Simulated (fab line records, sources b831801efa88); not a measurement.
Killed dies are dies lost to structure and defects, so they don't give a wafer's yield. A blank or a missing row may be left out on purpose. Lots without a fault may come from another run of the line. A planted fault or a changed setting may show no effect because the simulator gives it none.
fab line records | flow gf180mcu
record lots=5 wafers=15 last_day=34
route steps=602 shown HV_LDD@176
lots that met no fault: from a run of the same line without faults
start_h: hours from the record's first day to the start of the lot's first wafer shown | wait_h: hours since the lot's step before | " the same as in the row above | L1.1+2: a row that stands for several wafers | - no value, or no start given | * or withheld: withheld | < > ~ a bound
route shown NAME@n: a module of which the file shows steps, and the number in the route of the first | usual: mean/standard deviation of fault-free wafers | same: alike in all rows | chamber/n: place in a boat | sites: the reading at each site | _std_site: their standard deviation | _edge_site: outer sites' mean less inner sites' | radius_mm: how far each site lies from the wafer's centre | mask NAME#n: copy n | behind: the tool/chamber that last shaped the wafer | hold: why the lot was held/for how many hours/how that ended | device: the transistor (n, p or np) that didn't switch | end of line: the same wafers' tests at the end of the route | a step without rows: its recipe alone | killed: dies lost to structure and defects at the first sort, not the wafer's yield | map: a wafer's dies, x killed, . not, _ none there
set.NAME: the setting as run; set.NAME@STEP: as run at that earlier step | model.NAME: the simulator's own value behind a step, which no gauge read
lots at some steps of the route; a table a step, a row a wafer
services: from which hour (start_h, from the record's first day; less than 0 if before it) a tool's chamber was out of use, for how many hours, and why
## steps
# step GF_HV_LDD_DEHYDRATE_00
# recipe temp_c=200 time_s=60
# columns lot.wafer tool chamber start_h wait_h
L076.4+5+6 litho_track-01 0 220.76 8.6
L079.1+5+6 litho_track-02 0 241.27 8.8
L083.2+4+6 litho_track-02 0 272.20 9.0
L084.4+5+6 litho_track-02 0 277.80 9.6
L095.3+5+6 litho_track-02 0 357.97 9.7
# step GF_HV_LDD_HMDS_01
# recipe prime_time_s=60 prime_temp_c=120
# columns lot.wafer tool chamber start_h wait_h
L076.4+5+6 litho_track-01 0 220.91 0.1
L079.1+5+6 litho_track-02 0 241.42 0.1
L083.2+4+6 litho_track-02 0 272.35 0.1
L084.4+5+6 litho_track-02 0 277.95 0.1
L095.3+5+6 litho_track-02 0 358.12 0.1
# step GF_HV_LDD_COAT_02
# recipe resist=NOVOLAK spin_rpm=3000 resist_thk_nm=1000
# usual spin_speed_rpm=3000.1/1.8
# columns lot.wafer tool chamber start_h wait_h spin_speed_rpm
L076.4 litho_track-01 0 221.06 0.1 3001.3
L076.5 " 0 " " 2994.9
L076.6 " 0 " " 2997.3
L079.1 litho_track-02 0 241.57 0.1 3001.8
L079.5 " 0 " " 2999.3
L079.6 " 0 " " 2998.3
L083.2 litho_track-02 0 272.50 0.1 2999.1
L083.4 " 0 " " 3003.1
L083.6 " 0 " " 2998.7
L084.4 litho_track-02 0 278.10 0.1 2999.1
L084.5 " 0 " " 3002.4
L084.6 " 0 " " 3003.4
L095.3 litho_track-02 0 358.27 0.1 2999.0
L095.5 " 0 " " 3000.6
L095.6 " 0 " " 3001.1
# step GF_HV_LDD_SOFTBAKE_03
# recipe temp_c=90 time_s=60 resist=NOVOLAK
# columns lot.wafer tool chamber start_h wait_h
L076.4+5+6 litho_track-01 0 221.21 0.1
L079.1+5+6 litho_track-02 0 241.72 0.1
L083.2+4+6 litho_track-02 0 272.65 0.1
L084.4+5+6 litho_track-02 0 278.25 0.1
L095.3+5+6 litho_track-02 0 358.42 0.1
# step GF_HV_LDD_EXPOSE_04
# recipe mask_id=Nplus_LV_AREA target_cd_nm=400 na=0.6 source_shape=conventional sigma_outer=0.6 dose_mj=140
# usual exposure_dose_mJ_cm2=139.98/0.15 reticle_temp_C=23.01/0.11
# columns lot.wafer tool chamber start_h wait_h mask exposure_dose_mJ_cm2 reticle_temp_C
L076.4 iline_stepper-02 0 - - Nplus_LV_AREA#0 139.99 23.14
L076.5 " 0 " " Nplus_LV_AREA#0 139.96 23.03
L076.6 " 0 " " Nplus_LV_AREA#0 140.12 23.13
L079.1 iline_stepper-02 0 - - Nplus_LV_AREA#0 139.74 22.99
L079.5 " 0 " " Nplus_LV_AREA#0 139.65 22.97
L079.6 " 0 " " Nplus_LV_AREA#0 139.78 23.02
L083.2 iline_stepper-01 0 - - Nplus_LV_AREA#0 139.97 23.03
L083.4 " 0 " " Nplus_LV_AREA#0 140.16 23.06
L083.6 " 0 " " Nplus_LV_AREA#0 140.12 23.02
L084.4 iline_stepper-02 0 - - Nplus_LV_AREA#0 139.76 22.85
L084.5 " 0 " " Nplus_LV_AREA#0 139.77 22.81
L084.6 " 0 " " Nplus_LV_AREA#0 140.06 22.99
L095.3 iline_stepper-01 0 - - Nplus_LV_AREA#0 139.98 23.06
L095.5 " 0 " " Nplus_LV_AREA#0 140.00 23.11
L095.6 " 0 " " Nplus_LV_AREA#0 140.40 23.08
# step GF_HV_LDD_PEB_05
# recipe temp_c=withheld time_s=* resist=NOVOLAK
# columns lot.wafer tool chamber start_h wait_h
L076.4+5+6 litho_track-01 0 - -
L079.1+5+6 litho_track-01 0 - -
L083.2+4+6 litho_track-04 0 - -
L084.4+5+6 litho_track-01 0 - -
L095.3+5+6 litho_track-01 0 - -
# step GF_HV_LDD_DEVELOP_06
# recipe develop_time_s=60 dev_temp_c=23
# columns lot.wafer tool chamber start_h wait_h
L076.4+5+6 litho_track-01 0 230.16 0.1
L079.1+5+6 litho_track-01 0 251.04 0.1
L083.2+4+6 litho_track-04 0 282.57 0.1
L084.4+5+6 litho_track-01 0 287.56 0.1
L095.3+5+6 litho_track-01 0 369.74 0.1
# step GF_HV_LDD_CD_MEAS_07
# recipe target_cd_nm=400
# usual cd_nm=400.1/1.8
# columns lot.wafer tool chamber start_h wait_h cd_nm
L076.4 cd_sem-02 - 230.30 0.1 403.5
L076.5 " - " " 398.9
L076.6 " - " " 400.5
L079.1 cd_sem-02 - 251.19 0.1 399.0
L079.5 " - " " 398.3
L079.6 " - " " 399.0
L083.2 cd_sem-02 - 282.72 0.1 399.6
L083.4 " - " " 400.0
L083.6 " - " " 400.7
L084.4 cd_sem-02 - 287.70 0.1 397.7
L084.5 " - " " 398.7
L084.6 " - " " 400.6
L095.3 cd_sem-02 - 369.88 0.1 398.4
L095.5 " - " " 397.3
L095.6 " - " " 397.0
# step GF_HV_LDD_OVL_MEAS_08
# usual HV_LDD_OVL=-0.1/1.7
# columns lot.wafer tool chamber start_h wait_h HV_LDD_OVL[nm]
L076.4 overlay-01 - 230.38 0.1 -0.2
L076.5 " - " " -1.1
L076.6 " - " " -0.6
L079.1 overlay-02 - 251.31 0.1 0.7
L079.5 " - " " 2.4
L079.6 " - " " 1.2
L083.2 overlay-01 - 282.82 0.1 1.7
L083.4 " - " " -2.2
L083.6 " - " " 0.0
L084.4 overlay-01 - 287.78 0.1 -0.4
L084.5 " - " " 2.0
L084.6 " - " " 1.4
L095.3 overlay-02 - 369.97 0.1 0.3
L095.5 " - " " -0.1
L095.6 " - " " -0.7
# step GF_HV_LDD_IMPLANT_09
# recipe species=As energy_kev=40 dose_cm2=1e+14 tilt_deg=7
# usual beam_on_s=10.00/0.21 dose_ions_cm2=1e+14/1.1e+11
# columns lot.wafer tool chamber start_h wait_h beam_on_s dose_ions_cm2
L076.4 implanter-02 0 230.47 0.1 9.65 9.999e+13
L076.5 " 0 " " 10.31 9.999e+13
L076.6 " 0 " " 9.87 9.996e+13
L079.1 implanter-01 0 251.34 0.0 10.13 1.0016e+14
L079.5 " 0 " " 10.00 1.0021e+14
L079.6 " 0 " " 10.22 1.002e+14
L083.2 implanter-02 0 282.88 0.0 9.83 9.998e+13
L083.4 " 0 " " 9.46 9.992e+13
L083.6 " 0 " " 9.80 1.0001e+14
L084.4 implanter-03 0 287.87 0.1 9.98 1.0012e+14
L084.5 " 0 " " 9.76 1.0005e+14
L084.6 " 0 " " 10.17 1.0013e+14
L095.3 implanter-02 0 370.04 0.1 9.95 1e+14
L095.5 " 0 " " 9.47 1.0016e+14
L095.6 " 0 " " 10.23 9.988e+13
# step GF_HV_LDD_STRIP_10
# recipe chemistry=O2/N2 power_w=1400 pressure_mtorr=1500 platen_temp_c=250 o2_flow_sccm=3000 n2_flow_sccm=300 overash_fraction=0.5
# usual drypump_motor_current_A=5.6/0.5 heater_power_w=309/30 oes_product_au=0.716/0.0044 strip_time_to_endpoint_s=12.66/0.034
# columns lot.wafer tool chamber start_h wait_h drypump_motor_current_A heater_power_w oes_product_au rf_hours_counter_h strip_time_to_endpoint_s
L076.4 plasma_asher-04 0 230.58 0.1 4.8 294 0.709 - 12.72
L076.5 " 0 " " 4.8 287 0.711 - 12.68
L076.6 " 1 " " 6.1 281 0.716 - 12.68
L079.1 plasma_asher-01 0 251.49 0.1 5.6 351 0.718 50 12.67
L079.5 " 1 " " 5.8 308 0.714 - 12.67
L079.6 " 0 " " 5.5 352 0.717 - 12.64
L083.2 plasma_asher-01 0 283.00 0.1 5.5 348 0.723 53 12.61
L083.4 " 0 " " 5.5 355 0.726 - 12.63
L083.6 " 0 " " 5.5 351 0.714 - 12.63
L084.4 plasma_asher-04 0 287.98 0.1 4.8 289 0.719 - 12.66
L084.5 " 1 " " 6.1 285 0.716 - 12.68
L084.6 " 0 " " 4.8 293 0.714 - 12.63
L095.3 plasma_asher-04 0 370.17 0.1 4.8 294 0.716 - 12.65
L095.5 " 0 " " 4.8 292 0.716 - 12.69
L095.6 " 1 " " 6.1 278 0.717 - 12.67
# step GF_HV_LDD_TW_MEAS_11
# usual HV_LDD_TW=2407/22
# columns lot.wafer tool chamber start_h wait_h HV_LDD_TW
L076.4 film_metro-04 - 230.67 0.1 2384
L076.5 " - " " 2388
L076.6 " - " " 2382
L079.1 film_metro-04 - 251.59 0.1 2369
L079.5 " - " " 2369
L079.6 " - " " 2367
L083.2 film_metro-02 - 283.11 0.1 2412
L083.4 " - " " 2394
L083.6 " - " " 2405
L084.4 film_metro-04 - 288.07 0.1 2412
L084.5 " - " " 2400
L084.6 " - " " 2392
L095.3 film_metro-04 - 370.26 0.1 2406
L095.5 " - " " 2422
L095.6 " - " " 2404
# step GF_HV_LDD_DEHYDRATE_12
# recipe temp_c=200 time_s=60
# columns lot.wafer tool chamber start_h wait_h
L076.4+5+6 litho_track-02 0 239.50 8.8
L079.1+5+6 litho_track-04 0 260.50 8.9
L083.2+4+6 litho_track-01 0 291.91 8.8
L084.4+5+6 litho_track-02 0 298.10 10.0
L095.3+5+6 litho_track-02 0 380.22 10.0
# step GF_HV_LDD_HMDS_13
# recipe prime_time_s=60 prime_temp_c=120
# columns lot.wafer tool chamber start_h wait_h
L076.4+5+6 litho_track-02 0 239.65 0.1
L079.1+5+6 litho_track-04 0 260.65 0.1
L083.2+4+6 litho_track-01 0 292.06 0.1
L084.4+5+6 litho_track-02 0 298.25 0.1
L095.3+5+6 litho_track-02 0 380.37 0.1
# step GF_HV_LDD_COAT_14
# recipe resist=NOVOLAK spin_rpm=3000 resist_thk_nm=1000
# usual spin_speed_rpm=3000.3/1.9
# columns lot.wafer tool chamber start_h wait_h spin_speed_rpm
L076.4 litho_track-02 0 239.80 0.1 2999.6
L076.5 " 0 " " 3002.3
L076.6 " 0 " " 3001.5
L079.1 litho_track-04 0 260.80 0.1 2997.8
L079.5 " 0 " " 2999.8
L079.6 " 0 " " 2998.6
L083.2 litho_track-01 0 292.21 0.1 3001.1
L083.4 " 0 " " 2998.8
L083.6 " 0 " " 3004.7
L084.4 litho_track-02 0 298.40 0.1 3002.4
L084.5 " 0 " " 3001.4
L084.6 " 0 " " 3002.1
L095.3 litho_track-02 0 380.52 0.1 2999.7
L095.5 " 0 " " 2999.2
L095.6 " 0 " " 2998.3
# step GF_HV_LDD_SOFTBAKE_15
# recipe temp_c=90 time_s=60 resist=NOVOLAK
# columns lot.wafer tool chamber start_h wait_h
L076.4+5+6 litho_track-02 0 239.95 0.1
L079.1+5+6 litho_track-04 0 260.95 0.1
L083.2+4+6 litho_track-01 0 292.36 0.1
L084.4+5+6 litho_track-02 0 298.55 0.1
L095.3+5+6 litho_track-02 0 380.67 0.1
# step GF_HV_LDD_EXPOSE_16
# recipe mask_id=Pplus_LV_AREA target_cd_nm=400 na=0.6 source_shape=conventional sigma_outer=0.6 dose_mj=140
# usual exposure_dose_mJ_cm2=139.98/0.13 reticle_temp_C=23.00/0.094
# columns lot.wafer tool chamber start_h wait_h mask exposure_dose_mJ_cm2 reticle_temp_C
L076.4 iline_stepper-02 0 - - Pplus_LV_AREA#0 140.11 23.02
L076.5 " 0 " " Pplus_LV_AREA#0 139.99 23.14
L076.6 " 0 " " Pplus_LV_AREA#0 140.02 23.01
L079.1 iline_stepper-01 0 - - Pplus_LV_AREA#0 140.08 23.08
L079.5 " 0 " " Pplus_LV_AREA#0 140.15 23.02
L079.6 " 0 " " Pplus_LV_AREA#0 139.95 23.14
L083.2 iline_stepper-01 0 - - Pplus_LV_AREA#0 140.05 22.97
L083.4 " 0 " " Pplus_LV_AREA#0 140.03 22.94
L083.6 " 0 " " Pplus_LV_AREA#0 139.97 23.17
L084.4 iline_stepper-02 0 - - Pplus_LV_AREA#0 140.31 22.95
L084.5 " 0 " " Pplus_LV_AREA#0 140.15 23.03
L084.6 " 0 " " Pplus_LV_AREA#0 140.20 22.76
L095.3 iline_stepper-01 0 - - Pplus_LV_AREA#0 139.84 23.12
L095.5 " 0 " " Pplus_LV_AREA#0 139.93 22.90
L095.6 " 0 " " Pplus_LV_AREA#0 139.89 23.02
# step GF_HV_LDD_PEB_17
# recipe temp_c=withheld time_s=* resist=NOVOLAK
# columns lot.wafer tool chamber start_h wait_h
L076.4+5+6 litho_track-01 0 - -
L079.1+5+6 litho_track-01 0 - -
L083.2+4+6 litho_track-04 0 - -
L084.4+5+6 litho_track-01 0 - -
L095.3+5+6 litho_track-01 0 - -
# step GF_HV_LDD_DEVELOP_18
# recipe develop_time_s=60 dev_temp_c=23
# columns lot.wafer tool chamber start_h wait_h
L076.4+5+6 litho_track-01 0 248.86 0.1
L079.1+5+6 litho_track-01 0 269.74 0.1
L083.2+4+6 litho_track-04 0 302.77 0.1
L084.4+5+6 litho_track-01 0 308.71 0.1
L095.3+5+6 litho_track-01 0 390.69 0.1
# step GF_HV_LDD_CD_MEAS_19
# recipe target_cd_nm=400
# usual cd_nm=399.6/2.1
# columns lot.wafer tool chamber start_h wait_h cd_nm
L076.4 cd_sem-01 - 249.00 0.1 396.5
L076.5 " - " " 397.2
L076.6 " - " " 397.0
L079.1 cd_sem-01 - 269.89 0.1 401.5
L079.5 " - " " 401.1
L079.6 " - " " 399.5
L083.2 cd_sem-02 - 302.92 0.1 395.2
L083.4 " - " " 397.3
L083.6 " - " " 398.6
L084.4 cd_sem-01 - 308.85 0.1 400.7
L084.5 " - " " 400.5
L084.6 " - " " 398.7
L095.3 cd_sem-02 - 390.83 0.1 400.5
L095.5 " - " " 399.2
L095.6 " - " " 398.7
# step GF_HV_LDD_OVL_MEAS_20
# usual HV_LDD_01_OVL=0.3/1.3
# columns lot.wafer tool chamber start_h wait_h HV_LDD_01_OVL[nm]
L076.4 overlay-01 - 249.08 0.1 -2.2
L076.5 " - " " 0.0
L076.6 " - " " 1.1
L079.1 overlay-01 - 270.01 0.1 -0.8
L079.5 " - " " -1.0
L079.6 " - " " 0.3
L083.2 overlay-02 - 303.02 0.1 2.5
L083.4 " - " " 1.5
L083.6 " - " " 2.5
L084.4 overlay-02 - 308.92 0.1 0.6
L084.5 " - " " 0.2
L084.6 " - " " 0.5
L095.3 overlay-01 - 390.92 0.1 1.2
L095.5 " - " " 1.3
L095.6 " - " " 1.5
# step GF_HV_LDD_IMPLANT_21
# recipe species=BF2 energy_kev=25 dose_cm2=5e+13 tilt_deg=7
# usual beam_on_s=10.02/0.21 dose_ions_cm2=5.001e+13/4.7e+10
# columns lot.wafer tool chamber start_h wait_h beam_on_s dose_ions_cm2
L076.4 implanter-02 0 249.17 0.1 10.18 5.006e+13
L076.5 " 0 " " 10.08 5.002e+13
L076.6 " 0 " " 9.98 5.002e+13
L079.1 implanter-01 0 270.04 0.0 9.73 4.999e+13
L079.5 " 0 " " 10.19 5.003e+13
L079.6 " 0 " " 10.16 5.003e+13
L083.2 implanter-02 0 303.08 0.0 9.79 4.998e+13
L083.4 " 0 " " 10.01 4.998e+13
L083.6 " 0 " " 9.91 5.001e+13
L084.4 implanter-01 0 309.02 0.1 10.32 4.998e+13
L084.5 " 0 " " 9.72 5.007e+13
L084.6 " 0 " " 9.95 5.004e+13
L095.3 implanter-01 0 390.99 0.1 9.94 4.995e+13
L095.5 " 0 " " 9.71 4.999e+13
L095.6 " 0 " " 9.77 4.99e+13
# step GF_HV_LDD_STRIP_22
# recipe chemistry=O2/N2 power_w=1400 pressure_mtorr=1500 platen_temp_c=250 o2_flow_sccm=3000 n2_flow_sccm=300 overash_fraction=0.5
# usual drypump_motor_current_A=5.8/0.46 heater_power_w=309/36 oes_product_au=0.716/0.004 strip_time_to_endpoint_s=12.65/0.038
# columns lot.wafer tool chamber start_h wait_h drypump_motor_current_A heater_power_w oes_product_au rf_hours_counter_h strip_time_to_endpoint_s
L076.4 plasma_asher-03 1 249.28 0.1 6.2 363 0.714 - 12.64
L076.5 " 1 " " 6.2 355 0.711 - 12.62
L076.6 " 0 " " 6.0 260 0.714 - 12.60
L079.1 plasma_asher-03 1 270.19 0.1 6.2 359 0.721 13 12.66
L079.5 " 0 " " 6.0 263 0.723 - 12.61
L079.6 " 1 " " 6.3 352 0.717 - 12.66
L083.2 plasma_asher-03 1 303.20 0.1 6.2 356 0.723 16 12.67
L083.4 " 0 " " 6.0 265 0.717 - 12.66
L083.6 " 1 " " 6.3 352 0.714 - 12.65
L084.4 plasma_asher-03 1 309.13 0.1 6.2 361 0.722 - 12.61
L084.5 " 0 " " 6.0 272 0.713 - 12.63
L084.6 " 1 " " 6.2 350 0.716 - 12.63
L095.3 plasma_asher-01 1 391.12 0.1 5.8 312 0.712 - 12.59
L095.5 " 0 " " 5.6 346 0.719 - 12.62
L095.6 " 1 " " 5.7 316 0.719 - 12.59
# step GF_HV_LDD_TW_MEAS_23
# usual HV_LDD_2_TW=1054/7.3
# columns lot.wafer tool chamber start_h wait_h HV_LDD_2_TW
L076.4 film_metro-04 - 249.37 0.1 1040
L076.5 " - " " 1042
L076.6 " - " " 1039
L079.1 film_metro-02 - 270.29 0.1 1053
L079.5 " - " " 1051
L079.6 " - " " 1054
L083.2 film_metro-04 - 303.31 0.1 1050
L083.4 " - " " 1047
L083.6 " - " " 1051
L084.4 film_metro-02 - 309.22 0.1 1056
L084.5 " - " " 1057
L084.6 " - " " 1059
L095.3 film_metro-02 - 391.21 0.1 1054
L095.5 " - " " 1053
L095.6 " - " " 1054
# step GF_HV_LDD_DEHYDRATE_24
# recipe temp_c=200 time_s=60
# columns lot.wafer tool chamber start_h wait_h
L076.4+5+6 litho_track-04 0 258.92 9.5
L079.1+5+6 litho_track-04 0 279.75 9.4
L083.2+4+6 litho_track-04 0 312.57 9.2
L084.4+5+6 litho_track-01 0 319.01 9.8
L095.3+5+6 litho_track-01 0 402.13 10.9
# step GF_HV_LDD_HMDS_25
# recipe prime_time_s=60 prime_temp_c=120
# columns lot.wafer tool chamber start_h wait_h
L076.4+5+6 litho_track-04 0 259.07 0.1
L079.1+5+6 litho_track-04 0 279.90 0.1
L083.2+4+6 litho_track-04 0 312.72 0.1
L084.4+5+6 litho_track-01 0 319.16 0.1
L095.3+5+6 litho_track-01 0 402.28 0.1
# step GF_HV_LDD_COAT_26
# recipe resist=NOVOLAK spin_rpm=3000 resist_thk_nm=1000
# usual spin_speed_rpm=2999.8/2
# columns lot.wafer tool chamber start_h wait_h spin_speed_rpm
L076.4 litho_track-04 0 259.22 0.1 2996.0
L076.5 " 0 " " 2999.2
L076.6 " 0 " " 2998.7
L079.1 litho_track-04 0 280.05 0.1 2999.1
L079.5 " 0 " " 2997.3
L079.6 " 0 " " 3000.5
L083.2 litho_track-04 0 312.87 0.1 2998.9
L083.4 " 0 " " 3004.2
L083.6 " 0 " " 2998.3
L084.4 litho_track-01 0 319.31 0.1 2998.1
L084.5 " 0 " " 3003.9
L084.6 " 0 " " 2999.0
L095.3 litho_track-01 0 402.43 0.1 2996.6
L095.5 " 0 " " 2995.2
L095.6 " 0 " " 2994.3
# step GF_HV_LDD_SOFTBAKE_27
# recipe temp_c=90 time_s=60 resist=NOVOLAK
# columns lot.wafer tool chamber start_h wait_h
L076.4+5+6 litho_track-04 0 259.37 0.1
L079.1+5+6 litho_track-04 0 280.20 0.1
L083.2+4+6 litho_track-04 0 313.02 0.1
L084.4+5+6 litho_track-01 0 319.46 0.1
L095.3+5+6 litho_track-01 0 402.58 0.1
# step GF_HV_LDD_EXPOSE_28
# recipe mask_id=Nplus_HV_AREA target_cd_nm=400 na=0.6 source_shape=conventional sigma_outer=0.6 dose_mj=140
# usual exposure_dose_mJ_cm2=140.00/0.13 reticle_temp_C=23.01/0.096
# columns lot.wafer tool chamber start_h wait_h mask exposure_dose_mJ_cm2 reticle_temp_C
L076.4 iline_stepper-01 0 - - Nplus_HV_AREA#0 140.16 23.11
L076.5 " 0 " " Nplus_HV_AREA#0 140.16 22.91
L076.6 " 0 " " Nplus_HV_AREA#0 140.15 23.03
L079.1 iline_stepper-01 0 - - Nplus_HV_AREA#0 139.91 22.91
L079.5 " 0 " " Nplus_HV_AREA#0 139.99 22.91
L079.6 " 0 " " Nplus_HV_AREA#0 140.11 23.08
L083.2 iline_stepper-02 0 - - Nplus_HV_AREA#0 140.11 23.00
L083.4 " 0 " " Nplus_HV_AREA#0 139.97 22.86
L083.6 " 0 " " Nplus_HV_AREA#0 139.94 23.09
L084.4 iline_stepper-01 0 - - Nplus_HV_AREA#0 139.94 23.01
L084.5 " 0 " " Nplus_HV_AREA#0 139.82 22.96
L084.6 " 0 " " Nplus_HV_AREA#0 139.91 23.07
L095.3 iline_stepper-01 0 - - Nplus_HV_AREA#0 139.92 23.02
L095.5 " 0 " " Nplus_HV_AREA#0 140.01 22.95
L095.6 " 0 " " Nplus_HV_AREA#0 140.01 22.95
# step GF_HV_LDD_PEB_29
# recipe temp_c=withheld time_s=* resist=NOVOLAK
# columns lot.wafer tool chamber start_h wait_h
L076.4+5+6 litho_track-04 0 - -
L079.1+5+6 litho_track-04 0 - -
L083.2+4+6 litho_track-02 0 - -
L084.4+5+6 litho_track-01 0 - -
L095.3+5+6 litho_track-01 0 - -
# step GF_HV_LDD_DEVELOP_30
# recipe develop_time_s=60 dev_temp_c=23
# columns lot.wafer tool chamber start_h wait_h
L076.4+5+6 litho_track-04 0 268.37 0.1
L079.1+5+6 litho_track-04 0 289.10 0.1
L083.2+4+6 litho_track-02 0 323.35 0.1
L084.4+5+6 litho_track-01 0 330.01 0.1
L095.3+5+6 litho_track-01 0 414.18 0.1
# step GF_HV_LDD_CD_MEAS_31
# recipe target_cd_nm=400
# usual cd_nm=400.3/2.2
# columns lot.wafer tool chamber start_h wait_h cd_nm
L076.4 cd_sem-01 - 268.51 0.1 402.4
L076.5 " - " " 403.3
L076.6 " - " " 402.7
L079.1 cd_sem-02 - 289.25 0.1 402.0
L079.5 " - " " 399.4
L079.6 " - " " 402.8
L083.2 cd_sem-02 - 323.53 0.2 403.1
L083.4 " - " " 403.0
L083.6 " - " " 401.9
L084.4 cd_sem-01 - 330.15 0.1 399.8
L084.5 " - " " 399.6
L084.6 " - " " 398.4
L095.3 cd_sem-02 - 414.32 0.1 398.6
L095.5 " - " " 398.0
L095.6 " - " " 397.3
# step GF_HV_LDD_OVL_MEAS_32
# usual HV_LDD_02_OVL=0.4/1.5
# columns lot.wafer tool chamber start_h wait_h HV_LDD_02_OVL[nm]
L076.4 overlay-02 - 268.59 0.1 0.5
L076.5 " - " " 0.8
L076.6 " - " " -0.6
L079.1 overlay-01 - 289.37 0.1 1.3
L079.5 " - " " 1.3
L079.6 " - " " -0.4
L083.2 overlay-01 - 323.63 0.1 2.1
L083.4 " - " " 2.2
L083.6 " - " " -0.4
L084.4 overlay-01 - 330.22 0.1 1.9
L084.5 " - " " 0.6
L084.6 " - " " 1.7
L095.3 overlay-02 - 414.42 0.1 2.3
L095.5 " - " " 1.2
L095.6 " - " " 0.5
# step GF_HV_LDD_IMPLANT_33
# recipe species=P energy_kev=60 dose_cm2=7.5e+12 tilt_deg=30 rotation_deg=0
# usual beam_on_s=9.96/0.18 dose_ions_cm2=7.502e+12/8.7e+09 rotation_deg=-0.004/0.021
# columns lot.wafer tool chamber start_h wait_h beam_on_s dose_ions_cm2 rotation_deg
L076.4 implanter-03 0 268.68 0.1 10.37 7.49e+12 -0.007
L076.5 " 0 " " 9.56 7.507e+12 0.008
L076.6 " 0 " " 9.79 7.497e+12 0.003
L079.1 implanter-03 0 289.40 0.0 10.41 7.516e+12 0.002
L079.5 " 0 " " 9.67 7.501e+12 -0.001
L079.6 " 0 " " 9.65 7.507e+12 -0.036
L083.2 implanter-01 0 323.69 0.0 9.93 7.491e+12 -0.032
L083.4 " 0 " " 10.13 7.505e+12 0.000
L083.6 " 0 " " 9.98 7.503e+12 -0.003
L084.4 implanter-03 0 330.32 0.1 9.98 7.511e+12 -0.005
L084.5 " 0 " " 10.02 7.502e+12 0.002
L084.6 " 0 " " 9.96 7.516e+12 -0.001
L095.3 implanter-03 0 414.49 0.1 9.76 7.486e+12 0.032
L095.5 " 0 " " 10.08 7.5e+12 -0.027
L095.6 " 0 " " 9.88 7.507e+12 0.009
# step GF_HV_LDD_IMPLANT_34
# recipe species=P energy_kev=60 dose_cm2=7.5e+12 tilt_deg=30 rotation_deg=90
# usual beam_on_s=10.01/0.2 dose_ions_cm2=7.499e+12/9.3e+09 rotation_deg=90.001/0.027
# columns lot.wafer tool chamber start_h wait_h beam_on_s dose_ions_cm2 rotation_deg
L076.4 implanter-03 0 268.83 0.1 9.88 7.493e+12 89.987
L076.5 " 0 " " 10.20 7.505e+12 89.954
L076.6 " 0 " " 9.77 7.496e+12 89.978
L079.1 implanter-03 0 289.55 0.1 10.35 7.494e+12 90.015
L079.5 " 0 " " 9.70 7.486e+12 90.005
L079.6 " 0 " " 10.02 7.499e+12 89.987
L083.2 implanter-01 0 323.84 0.1 9.59 7.501e+12 90.022
L083.4 " 0 " " 9.69 7.502e+12 90.008
L083.6 " 0 " " 9.90 7.484e+12 89.987
L084.4 implanter-03 0 330.47 0.1 9.78 7.505e+12 89.936
L084.5 " 0 " " 9.80 7.515e+12 89.982
L084.6 " 0 " " 10.16 7.507e+12 89.965
L095.3 implanter-03 0 414.64 0.1 10.24 7.5e+12 89.969
L095.5 " 0 " " 10.17 7.497e+12 90.037
L095.6 " 0 " " 10.09 7.508e+12 90.043
# step GF_HV_LDD_IMPLANT_35
# recipe species=P energy_kev=60 dose_cm2=7.5e+12 tilt_deg=30 rotation_deg=180
# usual beam_on_s=10.00/0.21 dose_ions_cm2=7.5e+12/8.8e+09 rotation_deg=180.00/0.042
# columns lot.wafer tool chamber start_h wait_h beam_on_s dose_ions_cm2 rotation_deg
L076.4 implanter-03 0 268.98 0.1 10.13 7.508e+12 179.92
L076.5 " 0 " " 10.08 7.49e+12 179.93
L076.6 " 0 " " 10.05 7.491e+12 180.00
L079.1 implanter-03 0 289.70 0.1 9.94 7.497e+12 179.97
L079.5 " 0 " " 9.89 7.489e+12 180.01
L079.6 " 0 " " 9.83 7.499e+12 180.09
L083.2 implanter-01 0 323.99 0.1 9.87 7.494e+12 180.02
L083.4 " 0 " " 10.05 7.495e+12 180.02
L083.6 " 0 " " 9.66 7.493e+12 180.01
L084.4 implanter-03 0 330.62 0.1 9.77 7.506e+12 179.98
L084.5 " 0 " " 10.14 7.496e+12 180.00
L084.6 " 0 " " 10.20 7.492e+12 180.01
L095.3 implanter-03 0 414.79 0.1 10.24 7.497e+12 179.94
L095.5 " 0 " " 10.44 7.498e+12 180.04
L095.6 " 0 " " 10.24 7.493e+12 180.06
# step GF_HV_LDD_IMPLANT_36
# recipe species=P energy_kev=60 dose_cm2=7.5e+12 tilt_deg=30 rotation_deg=270
# usual beam_on_s=9.99/0.18 dose_ions_cm2=7.5e+12/9.2e+09 rotation_deg=270.00/0.056
# columns lot.wafer tool chamber start_h wait_h beam_on_s dose_ions_cm2 rotation_deg
L076.4 implanter-03 0 269.13 0.1 10.19 7.51e+12 270.07
L076.5 " 0 " " 10.40 7.511e+12 270.07
L076.6 " 0 " " 10.23 7.497e+12 270.02
L079.1 implanter-03 0 289.85 0.1 9.86 7.495e+12 269.96
L079.5 " 0 " " 9.83 7.501e+12 270.00
L079.6 " 0 " " 10.39 7.5e+12 270.10
L083.2 implanter-01 0 324.14 0.1 9.66 7.502e+12 270.02
L083.4 " 0 " " 9.65 7.495e+12 269.98
L083.6 " 0 " " 9.71 7.499e+12 270.00
L084.4 implanter-03 0 330.77 0.1 9.88 7.486e+12 270.01
L084.5 " 0 " " 10.26 7.503e+12 270.06
L084.6 " 0 " " 10.00 7.507e+12 270.16
L095.3 implanter-03 0 414.94 0.1 9.78 7.488e+12 270.04
L095.5 " 0 " " 9.90 7.497e+12 270.01
L095.6 " 0 " " 9.78 7.503e+12 270.06
## services
# columns tool chamber start_h hours kind
iline_stepper-02 - 213.54 1.7 pm
plasma_asher-03 - 217.84 24.6 repair
implanter-01 - 259.07 4.2 pm
implanter-03 - 269.75 2.1 repair
implanter-02 - 312.98 42.7 repair
implanter-03 - 314.28 4.4 pm
plasma_asher-04 - 318.60 10.2 repair
iline_stepper-01 0 327.25 - calibration
implanter-01 - 327.56 4.3 repair
iline_stepper-01 - 340.68 1.7 pm
iline_stepper-02 0 346.22 - calibration
implanter-02 - 363.11 5.0 repair
implanter-03 - 377.38 1.2 repair
plasma_asher-04 - 377.81 6.0 repair
iline_stepper-02 - 382.77 28.9 pm
implanter-02 - 398.00 3.5 pm
## key
fault none
